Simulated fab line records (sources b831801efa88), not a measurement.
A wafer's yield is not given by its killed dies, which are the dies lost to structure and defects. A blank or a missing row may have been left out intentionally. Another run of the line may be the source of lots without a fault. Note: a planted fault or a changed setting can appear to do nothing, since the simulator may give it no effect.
Code-filled problem report in 8D (eight disciplines) form || flow sky130 || the parts of the form that need people (team, actions taken, sign-off) are left out

== 1. WHAT IS WRONG ==
Mean of oesProductAu at SKY_FIELD_ISO_ETCH_17: 1.218 a.u. across 5 wafers in 3 lots; on wafers with no fault it is 0.993 a.u. (standard deviation 0.014). That puts it +16 standard deviations away from the usual mean.
The step: etches Si in HBr/Cl2/O2, target depth 342 nm, time 97.7 s.
The first sign was on wafer L267.1 at day 4 18:50, on rieSi-02. The record has a number at this step for 34 wafers belonging to 12 lots. Rule for "out", or "out of limits": more than 4 standard deviations from the usual mean. The rest of the wafers with a number are treated as sound.

== 2. WHAT IT IS; WHAT IT IS NOT ==
{"question": "which readings at this step", "is": "oesProductAu, throttleValvePct", "is not": "drypumpMotorCurrentA, mfcCl2Sccm"}
{"question": "which lots", "is": "L267, L269, L270", "is not": "L255, L256, L257, L258, L272, L274, L275, L277, L278"}
{"question": "which wafers of those lots", "is": "L267.1, L267.4, L269.1, L270.1, L270.4", "is not": "L267.5, L269.3"}
{"question": "read on which tools", "is": "rieSi-02", "is not": "rieSi-01"}
{"question": "when", "is": "from day 4 18:50", "is not": "up to then (13 sound wafers); but 16 sound wafers of L269, L272, L274, L275, L277, L278 came after"}

== 3. THE SUSPECTS, EACH WITH WHAT RULES IT OUT ==
Counting: any tool at a process step up to the reading remains a suspect provided it ran every lot that is out. Sound lots after the first of them don't rule it out here, since some wafers of a struck lot are sound.
- rieSi-02 at SKY_FIELD_ISO_ETCH_17 (etches Si in HBr/Cl2/O2, target depth 342 nm, time 97.7 s): kept. It processed each lot that is out (first: L267, day 4 18:50); up to then, its last sound lot is L258 (day 2 23:50). Its own readings are out on those wafers: oesProductAu, throttleValvePct.
The count leaves rieSi-02 at SKY_FIELD_ISO_ETCH_17.

== 4. THE CAUSE (what the simulator had put in) ==
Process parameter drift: rieSi-02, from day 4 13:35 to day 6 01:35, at SKY_FIELD_ISO_ETCH_17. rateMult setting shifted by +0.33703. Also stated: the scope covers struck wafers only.
The count eliminated every tool but this one.

== 5. THE CHAIN OF EFFECTS, in route order ==
Each row: a reading where the mean over the struck wafers with a number is more than 3 standard deviations away from the usual. Scope: only readings with a usual standard deviation given in the record; hours: median across lots of the time from each lot's start at the first step in this table that gives one to its start at this step; sigmas: change in usual standard deviations.
{"hours": 0, "step": "SKY_FIELD_ISO_ETCH_17", "reading": "oesProductAu", "usual": "0.993 a.u.", "on struck wafers": 1.218, "change": "+0.225", "sigmas": "+16"}
{"hours": 0, "step": "SKY_FIELD_ISO_ETCH_17", "reading": "throttleValvePct", "usual": "25.660 %", "on struck wafers": 25.507, "change": -0.153, "sigmas": -12}
Its process steps:
- SKY_FIELD_ISO_ETCH_17: etches Si in HBr/Cl2/O2, target depth 342 nm, time 97.7 s.

== 6. HOW IT WOULD HAVE BEEN CAUGHT EARLIER ==
In this record the first reading out of limits was taken at day 4 18:50, 5 hours after the fault began at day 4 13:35.
